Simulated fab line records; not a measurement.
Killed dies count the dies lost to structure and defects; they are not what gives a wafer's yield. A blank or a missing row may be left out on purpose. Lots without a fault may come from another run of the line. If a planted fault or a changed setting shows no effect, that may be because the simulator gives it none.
Chamber matching ; flow sky130 ; SKY_VIA2_ETCH_14 on rie-diel-04 has 4 sister chambers
The step etches BARC in N2/H2, stops on SiO2, time 45.9 s, target depth 60 nm. 20 wafers are shown with their chamber, then 10 later ones without.

## EACH WAFER AND ITS CHAMBER
wafer;chamber;drypump-motor-current-A (A);throttle-valve-pct (%);oes-product-au (a.u.)
L076.1;0;5.1;13.225;0.864
L076.2;3;6.0;13.226;0.858
L076.3;1;5.8;13.224;0.853
L076.4;1;5.8;13.232;0.852
L076.5;0;5.1;13.221;0.857
L076.6;3;6.0;13.214;0.847
L077.2;0;5.1;13.220;0.852
L077.4;3;6.0;13.211;0.852
L077.5;1;5.8;13.232;0.851
L079.4;3;6.1;13.229;0.862
L079.5;0;5.1;13.219;0.859
L079.6;1;5.8;13.245;0.853
L082.3;3;6.0;13.227;0.862
L082.5;3;6.0;13.235;0.858
L082.6;1;5.8;13.229;0.860
L087.2;2;5.1;13.238;0.859
L087.3;3;6.0;13.219;0.857
L087.6;2;5.1;13.222;0.857
L088.1;3;6.0;13.230;0.859
L088.2;1;5.8;13.236;0.853

SIGNATURES (means of the wafers above)
reading;chamber 0;chamber 1;chamber 2;chamber 3;scatter within a chamber
drypump-motor-current-A;5.100;5.800;5.100;6.013;0.0234
throttle-valve-pct;13.22125;13.23300;13.23000;13.22387;0.00746
oes-product-au;0.85800;0.85367;0.85800;0.85687;0.00439
Rule: for each reading, subtract the chamber's mean from the wafer's reading, divide by that reading's scatter and square the result; add these up over the readings and take the root, which gives the wafer's distance from the chamber. The wafer belongs to the nearest chamber; if the next one is less than 2 further off, it can't be placed. How the scatter is found: for the shown wafers, subtract from each reading the mean of its chamber, square and add these, divide the total by (wafers less chambers), then take the root.

## WAFERS WITH NO CHAMBER GIVEN
wafer;drypump-motor-current-A (A);throttle-valve-pct (%);oes-product-au (a.u.)
L088.6;5.8;13.211;0.857
L090.1;5.1;13.219;0.859
L090.3;6.1;13.229;0.852
L090.5;5.8;13.239;0.846
L091.1;6.0;13.212;0.850
L091.2;5.8;13.227;0.857
L091.6;6.0;13.223;0.851
L092.1;5.8;13.223;0.860
L092.4;5.1;13.242;0.859
L092.6;5.1;13.213;0.858

## EACH ONE'S CHAMBER
wafer;from the rows above;in truth
L088.6;1;1
L090.1;can't be placed: 0 or 2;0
L090.3;3;3
L090.5;1;1
L091.1;3;3
L091.2;1;1
L091.6;3;3
L092.1;1;1
L092.4;can't be placed: 2 or 0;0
L092.6;can't be placed: 0 or 2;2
Correctly placed: 7 of 10. Not placeable from these rows: 3 (in 3, the candidates include the true chamber). Placed wrongly: 0.
